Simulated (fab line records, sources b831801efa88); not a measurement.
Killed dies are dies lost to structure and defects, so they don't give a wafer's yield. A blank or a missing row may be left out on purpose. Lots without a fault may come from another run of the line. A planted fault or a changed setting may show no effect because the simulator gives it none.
fab line records | flow sky130
record lots=6 wafers=18 last_day=49
route steps=708 shown VIA2@523 METAL3@532 PAD_OPEN@708
lots that met no fault: from a run of the same line without faults
start_h: hours from the record's first day to the start of the lot's first wafer shown | wait_h: hours since the lot's step before | " the same as in the row above | L1.1+2: a row that stands for several wafers | - no value, or no start given | * or withheld: withheld | < > ~ a bound
route shown NAME@n: a module of which the file shows steps, and the number in the route of the first | usual: mean/standard deviation of fault-free wafers | same: alike in all rows | chamber/n: place in a boat | sites: the reading at each site | _std_site: their standard deviation | _edge_site: outer sites' mean less inner sites' | radius_mm: how far each site lies from the wafer's centre | mask NAME#n: copy n | behind: the tool/chamber that last shaped the wafer | hold: why the lot was held/for how many hours/how that ended | device: the transistor (n, p or np) that didn't switch | end of line: the same wafers' tests at the end of the route | a step without rows: its recipe alone | killed: dies lost to structure and defects at the first sort, not the wafer's yield | map: a wafer's dies, x killed, . not, _ none there
set.NAME: the setting as run; set.NAME@STEP: as run at that earlier step | model.NAME: the simulator's own value behind a step, which no gauge read
lots at some steps of the route; a table a step, a row a wafer
services: from which hour (start_h, from the record's first day; less than 0 if before it) a tool's chamber was out of use, for how many hours, and why
## steps
# step SKY_VIA2_STRIP_16
# recipe chemistry=O2/N2 power_w=1400 pressure_mtorr=1500 platen_temp_c=withheld o2_flow_sccm=3000 n2_flow_sccm=300 overash_fraction=0.5
# usual drypump_motor_current_A=5.8/0.59 n2_flow_sccm=299.8/0.87 oes_product_au=0.398/0.0047 strip_time_to_endpoint_s=4.035/0.026
# columns lot.wafer tool chamber start_h wait_h drypump_motor_current_A n2_flow_sccm oes_product_au rf_hours_counter_h strip_time_to_endpoint_s
L318.3 plasma_asher-02 1 841.68 0.1 6.6 298.7 0.399 - 4.067
L318.4 " 0 " " 5.3 300.1 0.386 - 4.075
L318.6 " 0 " " 5.3 300.6 0.400 - 4.040
L328.1 plasma_asher-03 0 917.50 0.0 5.0 298.8 0.401 78 4.031
L328.4 " 0 " " 5.0 299.0 0.399 - 4.032
L328.5 " 0 " " 5.0 298.2 0.409 - 4.004
L329.1 plasma_asher-04 1 933.50 0.0 6.3 299.9 0.392 19 4.010
L329.2 " 0 " " 5.4 300.8 0.389 19 4.067
L329.5 " 0 " " 5.3 301.2 0.401 - 4.033
L334.2 plasma_asher-03 1 966.80 0.0 6.0 299.5 0.395 83 4.080
L334.3 " 0 " " 5.0 300.2 0.397 - 4.040
L334.5 " 1 " " 6.0 300.3 0.404 - 4.073
L336.1 plasma_asher-02 0 972.25 0.0 5.3 300.2 0.396 118 4.042
L336.2 " 1 " " 6.7 299.6 0.399 118 4.045
L336.3 " 0 " " 5.3 299.5 0.403 - 4.066
L337.1 plasma_asher-02 0 982.33 0.0 5.3 298.6 0.394 119 4.028
L337.2 " 1 " " 6.6 299.6 0.409 119 4.063
L337.4 " 1 " " 6.6 298.7 0.398 - 4.073
# step SKY_VIA2_STRIP_17
# recipe chemistry=post_etch_residue_remover time_s=1200 temp_c=72.5
# step SKY_VIA2_CLEAN_18
# recipe chemistry=IPA time_s=180 temp_c=25
# step SKY_VIA2_CLEAN_19
# recipe chemistry=O3/DIW dry=n2_spin
# step SKY_VIA2_SPUTTER_20
# recipe material=TiN target_thk_nm=20 chamber_pressure_pa=5 power_w=4000 time_s=80
# usual cathode_dc_power_W=4000.0/0.74 chamber_pressure_pa=5.001/0.011 throttle_valve_pct=30.2/1.2
# columns lot.wafer tool chamber start_h wait_h cathode_dc_power_W chamber_pressure_pa throttle_valve_pct
L318.3 pvd_sputter-02 - 842.25 0.0 3999.7 4.999 29.9
L318.4 " - " " 3999.7 5.005 29.9
L318.6 " - " " 4000.5 5.022 30.8
L328.1 pvd_sputter-03 - 918.10 0.0 3999.7 4.997 31.6
L328.4 " - " " 4001.6 4.989 29.0
L328.5 " - " " 3999.7 5.010 32.1
L329.1 pvd_sputter-03 - 934.10 0.0 3999.5 5.003 31.7
L329.2 " - " " 4001.2 4.996 29.6
L329.5 " - " " 4000.3 5.003 31.9
L334.2 pvd_sputter-03 - 967.42 0.0 3999.9 5.021 28.8
L334.3 " - " " 4000.2 5.005 31.7
L334.5 " - " " 4000.0 5.013 28.6
L336.1 pvd_sputter-04 - 972.87 0.0 4000.6 5.011 31.0
L336.2 " - " " 3999.8 5.001 29.2
L336.3 " - " " 4000.0 4.996 29.0
L337.1 pvd_sputter-03 - 982.92 0.0 3999.5 5.002 29.5
L337.2 " - " " 3999.8 4.989 31.3
L337.4 " - " " 4001.6 5.014 31.8
# step SKY_VIA2_CVD_21
# recipe material=W target_thk_nm=420 time_s=126.4 temp_c=400 pressure_torr=40
# usual heater_power_w=908/92 susceptor_temp_C=399.96/0.22
# columns lot.wafer tool chamber start_h wait_h heater_power_w susceptor_temp_C
L318.3 cvd_w-02 0 842.35 0.1 871 399.84
L318.4 " 1 " " 1065 400.01
L318.6 " 1 " " 1064 399.76
L328.1 cvd_w-02 0 918.16 0.0 807 399.79
L328.4 " 1 " " 1049 399.65
L328.5 " 1 " " 1048 399.80
L329.1 cvd_w-02 1 934.16 0.0 1025 400.06
L329.2 " 0 " " 804 400.31
L329.5 " 0 " " 824 399.91
L334.2 cvd_w-02 1 967.49 0.0 1024 400.12
L334.3 " 1 " " 1020 400.14
L334.5 " 0 " " 830 400.29
L336.1 cvd_w-02 1 972.94 0.0 1026 399.85
L336.2 " 0 " " 838 399.94
L336.3 " 1 " " 1041 399.99
L337.1 cvd_w-01 1 982.99 0.0 822 400.07
L337.2 " 0 " " 923 400.02
L337.4 " 1 " " 851 399.78
# step SKY_VIA2_RS_MEAS_22
# recipe thk_meas_gauge=four-point-probe reads=W_of_VIA2_CVD_21+TiN_of_VIA2_SPUTTER_20
# usual VIA2_W_RS=0.2721/0.0025
# columns lot.wafer tool chamber start_h wait_h VIA2_W_RS[ohm/sq]
L318.3 film_metro-03 - 842.48 0.1 0.2715
L318.4 " - " " 0.2722
L318.6 " - " " 0.2703
L328.1 film_metro-03 - 918.29 0.1 0.2752
L328.4 " - " " 0.2717
L328.5 " - " " 0.2713
L329.1 film_metro-04 - 934.29 0.1 0.2740
L329.2 " - " " 0.2738
L329.5 " - " " 0.2720
L334.2 film_metro-04 - 967.64 0.1 0.2691
L334.3 " - " " 0.2698
L334.5 " - " " 0.2687
L336.1 film_metro-04 - 973.07 0.1 0.2691
L336.2 " - " " 0.2695
L336.3 " - " " 0.2683
L337.1 film_metro-04 - 983.12 0.1 0.2766
L337.2 " - " " 0.2731
L337.4 " - " " 0.2734
# step SKY_VIA2_THK_MEAS_23
# recipe thk_meas_gauge=xrf reads=W_of_VIA2_CVD_21
# usual VIA2_W_THK=406/5.3
# columns lot.wafer tool chamber start_h wait_h VIA2_W_THK[nm]
L318.3 film_metro-03 - 842.58 0.1 411
L318.4 " - " " 407
L318.6 " - " " 411
L328.1 film_metro-03 - 918.41 0.1 406
L328.4 " - " " 411
L328.5 " - " " 414
L329.1 film_metro-04 - 934.41 0.1 399
L329.2 " - " " 399
L329.5 " - " " 402
L334.2 film_metro-04 - 967.75 0.1 411
L334.3 " - " " 409
L334.5 " - " " 408
L336.1 film_metro-04 - 973.19 0.1 410
L336.2 " - " " 408
L336.3 " - " " 411
L337.1 film_metro-04 - 983.24 0.1 397
L337.2 " - " " 401
L337.4 " - " " 399
# step SKY_VIA2_CMP_24
# recipe stop_on=SiO2 t_overpolish_s=20 down_force_psi=3.5 platen_rpm=60 target_thk_nm=0 pad_velocity_m_s=0.94248
# usual motor_current_A=11.2/0.94 overpolish_run_s=19.999/0.009 time_to_endpoint_s=102/4.3
# columns lot.wafer tool chamber start_h wait_h motor_current_A overpolish_run_s time_to_endpoint_s
L318.4 cmp-01 0 842.62 0.0 10.8 19.993 110
L318.3 " 2 " " 11.8 19.999 101
L318.6 " 0 " " 10.0 19.993 110
L328.1 cmp-01 0 918.47 0.1 9.8 20.007 102
L328.4 " 1 " " 11.9 19.999 104
L328.5 " 0 " " 10.0 20.005 109
L329.1 cmp-02 3 934.47 0.1 12.3 19.985 97
L329.2 " 1 " " 11.3 20.006 100
L329.5 " 3 " " 11.8 20.002 98
L334.2 cmp-02 0 967.96 0.2 11.9 19.988 100
L334.3 " 1 " " 10.8 20.019 104
L334.5 " 1 " " 11.7 20.003 104
L336.3 cmp-02 3 973.30 0.1 11.8 20.009 96
L336.2 " 0 " " 12.5 19.996 89
L336.1 " 1 " " 11.5 20.006 98
L337.1 cmp-01 2 983.30 0.1 11.8 20.003 99
L337.2 " 0 " " 10.1 20.004 105
L337.4 " 1 " " 11.8 20.008 102
# step SKY_METAL3_SPUTTER_00
# recipe material=Ti target_thk_nm=15 power_w=3000 time_s=10 chamber_pressure_pa=0.4
# usual cathode_dc_power_W=3000.0/0.54 chamber_pressure_pa=0.4001/0.00083 throttle_valve_pct=29.8/1.1
# columns lot.wafer tool chamber start_h wait_h cathode_dc_power_W chamber_pressure_pa throttle_valve_pct
L318.3 pvd_sputter-03 - 842.92 0.1 3000.6 0.3994 29.5
L318.4 " - " " 3000.0 0.4001 31.6
L318.6 " - " " 2999.4 0.4010 28.9
L328.1 pvd_sputter-03 - 918.77 0.2 3000.1 0.4006 28.9
L328.4 " - " " 2999.9 0.3999 32.3
L328.5 " - " " 3000.6 0.3992 29.1
L329.1 pvd_sputter-01 - 934.77 0.2 3000.6 0.4008 30.0
L329.2 " - " " 2999.9 0.3996 28.9
L329.5 " - " " 2999.1 0.4011 28.8
L334.2 pvd_sputter-01 - 968.26 0.2 2999.5 0.4008 29.1
L334.3 " - " " 3001.5 0.4005 29.1
L334.5 " - " " 2999.6 0.3991 28.6
L336.1 pvd_sputter-01 - 973.55 0.1 2999.6 0.3999 29.2
L336.2 " - " " 2999.6 0.4015 29.6
L336.3 " - " " 2999.7 0.4007 29.0
L337.1 pvd_sputter-01 - 983.60 0.2 3000.1 0.4003 30.1
L337.2 " - " " 2999.7 0.4007 29.0
L337.4 " - " " 3000.5 0.3988 28.7
# step SKY_METAL3_SPUTTER_01
# recipe material=TiN target_thk_nm=20 power_w=6500 time_s=16.7 chamber_pressure_pa=0.4
# step SKY_METAL3_SPUTTER_02
# recipe material=AlCu target_thk_nm=735 power_w=10600 time_s=39.1 chamber_pressure_pa=0.4
# step SKY_METAL3_SPUTTER_03
# recipe material=Ti target_thk_nm=5 power_w=3000 time_s=3.3 chamber_pressure_pa=0.4
# usual cathode_dc_power_W=3000.0/0.52 chamber_pressure_pa=0.3999/0.00072 throttle_valve_pct=29.8/1.1
# columns lot.wafer tool chamber start_h wait_h cathode_dc_power_W chamber_pressure_pa throttle_valve_pct
L318.3 pvd_sputter-03 - 843.00 0.0 2999.4 0.3997 29.7
L318.4 " - " " 2999.7 0.4001 31.4
L318.6 " - " " 3000.5 0.4012 29.0
L328.1 pvd_sputter-03 - 918.86 0.0 - - -
L328.4 " - " " - - -
L328.5 " - " " - - -
L329.1 pvd_sputter-01 - 934.86 0.0 - - -
L329.2 " - " " - - -
L329.5 " - " " - - -
L334.2 pvd_sputter-01 - 968.34 0.0 2999.2 0.4002 28.8
L334.3 " - " " 3000.1 0.3987 28.9
L334.5 " - " " 3000.3 0.3998 28.7
L336.1 pvd_sputter-01 - 973.63 0.0 2999.5 0.3990 28.9
L336.2 " - " " 2999.4 0.4011 29.7
L336.3 " - " " 3000.0 0.3996 28.9
L337.1 pvd_sputter-01 - 983.68 0.0 2999.9 0.4007 30.1
L337.2 " - " " 3000.3 0.3988 28.8
L337.4 " - " " 3000.0 0.3994 28.8
# step SKY_METAL3_SPUTTER_04
# recipe material=TiN target_thk_nm=70 power_w=6500 time_s=58.3 chamber_pressure_pa=0.4
# step SKY_PAD_OPEN_PROBE_99
# usual defect_limited_yield=82.7/1.9 killed_at_M0_to_M3=43/6.8 killed_at_M4_up=2.9/1.7 killed_at_contacts=24/5.4 killed_at_front_end=15/4.8 killed_at_other=0.3/0.57 killed_dies=85/9.4 killed_open=47/7.5 killed_short=38/5.7 sort_bin_3_pad_short=0.8/0.37 sort_bin_5_function=10.2/1.5 sort_bin_6_memory=6.2/1.1 sort_n_pass=407/9.4 sort_yield_pct=82.7/1.9
# same gross_dies=492 killed_at_back_side=0 sort_bin_4_leakage[%]=0 sort_bin_8_speed[%]=0
# columns lot.wafer tool chamber start_h wait_h defect_limited_yield[%] killed_at_M0_to_M3 killed_at_M4_up killed_at_contacts killed_at_front_end killed_at_other killed_dies killed_open killed_short sort_bin_3_pad_short[%] sort_bin_5_function[%] sort_bin_6_memory[%] sort_n_pass sort_yield_pct[%] model.etest.via3_chain.rc_ohm
L318.3 prober-02 - 1070.44 0.2 83.5 48 3 19 10 1 81 37 44 1.2 8.7 6.5 411 83.5 9.944
L318.4 prober-02 - 1070.49 0.2 81.3 43 2 29 18 0 92 47 45 0.8 9.6 8.3 400 81.3 9.712
L318.6 prober-02 - 1070.59 0.2 81.5 36 0 37 18 0 91 55 36 1.0 11.8 5.7 401 81.5 10.07
L328.1 prober-01 - 1129.12 0.1 84.1 36 3 28 9 2 78 40 38 0.4 12.0 3.5 414 84.1 11.52
L328.4 prober-01 - 1129.27 0.2 79.7 53 5 27 15 0 100 58 42 1.0 12.4 6.9 392 79.7 10.59
L328.5 prober-01 - 1129.32 0.2 81.3 42 3 26 21 0 92 44 48 1.2 9.3 8.1 400 81.3 10.74
L329.1 prober-02 - 1141.59 0.1 84.8 41 3 16 15 0 75 44 31 0.8 8.9 5.5 417 84.8 11.8
L329.2 prober-02 - 1141.64 0.1 83.5 34 2 29 16 0 81 44 37 0.4 7.5 8.5 411 83.5 12.28
L329.5 prober-02 - 1141.79 0.2 81.7 42 1 33 14 0 90 63 27 0.2 12.0 6.1 402 81.7 11.63
L334.2 prober-02 - 1169.32 0.1 84.6 40 2 20 14 0 76 46 30 1.0 9.6 4.9 416 84.6 9.313
L334.3 prober-02 - 1169.37 0.2 82.3 44 2 25 16 0 87 43 44 0.6 10.6 6.5 405 82.3 9.398
L334.5 prober-02 - 1169.47 0.2 84.3 31 2 26 18 0 77 37 40 1.2 9.8 4.7 415 84.3 9.978
L336.1 prober-01 - 1171.36 0.1 86.6 31 1 18 16 0 66 37 29 0.4 8.7 4.3 426 86.6 9.128
L336.2 prober-01 - 1171.41 0.1 81.3 36 4 34 18 0 92 47 45 0.8 11.6 6.3 400 81.3 9.136
L336.3 prober-01 - 1171.46 0.2 82.5 48 5 16 17 0 86 37 49 0.6 9.1 7.7 406 82.5 9.721
L337.1 prober-02 - 1173.22 0.1 84.8 47 2 15 11 0 75 41 34 0.6 8.9 5.7 417 84.8 10.21
L337.2 prober-02 - 1173.27 0.1 80.5 49 6 29 12 0 96 53 43 1.2 11.6 6.7 396 80.5 9.145
L337.4 prober-02 - 1173.37 0.2 85.0 44 1 21 8 0 74 37 37 0.6 8.7 5.7 418 85.0 9.144
# killed by level:class
L318.3 CONTACT:geometric_particle:short=9 VIA1:geometric_particle:open=9 VIA3:geometric_particle:open=9 VIA2:geometric_particle:open=6 METAL1:geometric_particle:short=6 METAL2:geometric_particle:short=6 LOCAL_INTERCONNECT:geometric_particle:short=4 LI_CONTACT:geometric_particle:open=4
L318.4 CONTACT:geometric_particle:open=12 LOCAL_INTERCONNECT:geometric_particle:short=9 VIA1:geometric_particle:short=7 VIA1:geometric_particle:open=7 VIA3:geometric_particle:open=7 FIELD_ISO:geometric_particle:short=5 METAL2:geometric_particle:short=5 VIA2:geometric_particle:open=5
L318.6 CONTACT:geometric_particle:open=15 VIA2:geometric_particle:open=10 LOCAL_INTERCONNECT:geometric_particle:short=9 LI_CONTACT:geometric_particle:open=6 VIA3:geometric_particle:open=6 FIELD_ISO:geometric_particle:open=5 POLY_GATE:geometric_particle:short=5 CONTACT:geometric_particle:short=4
L328.1 CONTACT:geometric_particle:open=12 METAL2:geometric_particle:short=9 VIA1:geometric_particle:open=7 LI_CONTACT:geometric_particle:open=6 CONTACT:geometric_particle:short=5 FIELD_ISO:geometric_particle:open=4 VIA2:geometric_particle:open=4 VIA3:geometric_particle:short=4
L328.4 VIA1:geometric_particle:open=10 LI_CONTACT:geometric_particle:open=9 VIA3:geometric_particle:open=7 CONTACT:geometric_particle:short=7 METAL2:geometric_particle:short=6 VIA2:geometric_particle:open=6 CONTACT:geometric_particle:open=5 POLY_GATE:geometric_particle:open=4
L328.5 CONTACT:geometric_particle:open=8 CONTACT:geometric_particle:short=8 VIA1:geometric_particle:open=7 METAL2:geometric_particle:short=6 VIA3:geometric_particle:open=6 FIELD_ISO:geometric_particle:short=5 POLY_GATE:geometric_particle:open=5 METAL1:geometric_particle:short=5
L329.1 CONTACT:geometric_particle:open=10 VIA1:geometric_particle:open=9 VIA3:geometric_particle:open=6 VIA3:geometric_particle:short=5 FIELD_ISO:geometric_particle:open=4 METAL1:geometric_particle:short=4 VIA2:geometric_particle:short=4 VIA2:geometric_particle:open=4
L329.2 VIA1:geometric_particle:open=15 CONTACT:geometric_particle:short=9 CONTACT:geometric_particle:open=8 FIELD_ISO:geometric_particle:short=5 POLY_GATE:geometric_particle:short=5 LI_CONTACT:geometric_particle:open=5 LOCAL_INTERCONNECT:geometric_particle:short=5 VIA3:geometric_particle:open=5
L329.5 LI_CONTACT:geometric_particle:open=14 VIA1:geometric_particle:open=11 CONTACT:geometric_particle:open=10 VIA3:geometric_particle:open=10 CONTACT:geometric_particle:short=7 FIELD_ISO:geometric_particle:open=6 VIA2:geometric_particle:open=5 VIA1:geometric_particle:short=4
L334.2 VIA1:geometric_particle:open=10 CONTACT:geometric_particle:open=9 LI_CONTACT:geometric_particle:open=7 VIA3:geometric_particle:open=6 FIELD_ISO:geometric_particle:open=5 METAL2:geometric_particle:short=5 FIELD_ISO:geometric_particle:short=4 METAL1:geometric_particle:short=4
L334.3 CONTACT:geometric_particle:open=9 VIA1:geometric_particle:open=8 LI_CONTACT:geometric_particle:open=7 VIA3:geometric_particle:open=6 POLY_GATE:geometric_particle:open=5 CONTACT:geometric_particle:short=5 METAL1:geometric_particle:short=5 METAL2:geometric_particle:short=5
L334.5 CONTACT:geometric_particle:open=13 CONTACT:geometric_particle:short=7 VIA1:geometric_particle:open=7 POLY_GATE:geometric_particle:short=5 LI_CONTACT:geometric_particle:open=5 METAL1:geometric_particle:short=5 VIA1:geometric_particle:short=5 VIA3:geometric_particle:short=4
L336.1 CONTACT:geometric_particle:open=7 VIA1:geometric_particle:open=7 VIA2:geometric_particle:open=5 FIELD_ISO:geometric_particle:open=4 LI_CONTACT:geometric_particle:open=4 CONTACT:geometric_particle:short=4 VIA2:geometric_particle:short=4 FIELD_ISO:geometric_particle:short=3
L336.2 CONTACT:geometric_particle:short=10 CONTACT:geometric_particle:open=10 LI_CONTACT:geometric_particle:open=7 VIA1:geometric_particle:open=6 FIELD_ISO:geometric_particle:short=5 FIELD_ISO:geometric_particle:open=5 METAL1:geometric_particle:short=5 VIA3:geometric_particle:open=5
L336.3 METAL2:geometric_particle:short=11 VIA2:geometric_particle:short=8 CONTACT:geometric_particle:open=7 VIA1:geometric_particle:open=6 FIELD_ISO:geometric_particle:short=5 POLY_GATE:geometric_particle:short=4 VIA2:geometric_particle:open=4 LI_CONTACT:geometric_particle:open=4
L337.1 VIA1:geometric_particle:open=17 METAL1:geometric_particle:short=7 LI_CONTACT:geometric_particle:open=6 METAL2:geometric_particle:short=6 VIA2:geometric_particle:open=6 POLY_GATE:geometric_particle:short=5 VIA1:geometric_particle:short=5 CONTACT:geometric_particle:open=4
L337.2 VIA1:geometric_particle:open=13 CONTACT:geometric_particle:open=10 METAL1:geometric_particle:short=10 VIA3:geometric_particle:open=8 VIA2:geometric_particle:open=7 CONTACT:geometric_particle:short=6 LI_CONTACT:geometric_particle:open=5 METAL4:geometric_particle:short=5
L337.4 VIA1:geometric_particle:open=11 CONTACT:geometric_particle:open=7 LI_CONTACT:geometric_particle:open=6 METAL2:geometric_particle:short=6 VIA2:geometric_particle:open=6 VIA2:geometric_particle:short=5 POLY_GATE:geometric_particle:short=4 VIA3:geometric_particle:open=4
## services
# columns tool chamber start_h hours kind
cvd_w-02 1 821.63 14.7 repair
plasma_asher-03 - 824.46 3.4 repair
cmp-01 - 828.17 2.6 repair
cmp-02 - 840.36 4.0 repair
plasma_asher-03 - 846.38 1.5 repair
pvd_sputter-02 - 857.42 0.7 repair
pvd_sputter-04 - 869.55 6.5 repair
cvd_w-02 - 870.99 1.2 repair
pvd_sputter-01 - 876.32 5.7 repair
cmp-02 - 883.09 3.8 pm
cvd_w-02 - 904.00 14.0 pm
cvd_w-01 - 904.81 1.4 repair
cmp-02 - 908.97 5.1 repair
cvd_w-01 - 909.97 0.6 repair
pvd_sputter-02 - 913.96 2.0 repair
cmp-02 - 914.05 4.0 pm
plasma_asher-03 - 922.27 4.3 repair
cmp-01 - 933.05 8.1 pm
pvd_sputter-03 - 948.12 3.5 repair
pvd_sputter-03 - 955.13 5.2 repair
cmp-01 - 963.66 2.7 repair
plasma_asher-03 - 971.75 1.3 repair
cmp-02 - 975.61 1.3 repair
cvd_w-02 1 980.14 9.8 repair
## key
first_sign step=SKY_METAL3_SPUTTER_03 reading=tool_record direction=missing
effect none on later readings
model_effect step=SKY_PAD_OPEN_PROBE_99 value=etest.via3_chain.rc_ohm without=9.499 struck=11.43
met_at SKY_METAL3_SPUTTER_03
struck_wafers L328.1,L328.4,L328.5,L329.1,L329.2,L329.5
onset_between 843.00 918.86
fault kind=skipped_step_whole tool=pvd_sputter-01,pvd_sputter-03 chamber=- onset_h=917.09 steps=SKY_METAL3_SPUTTER_03 scope=struck_lots_only
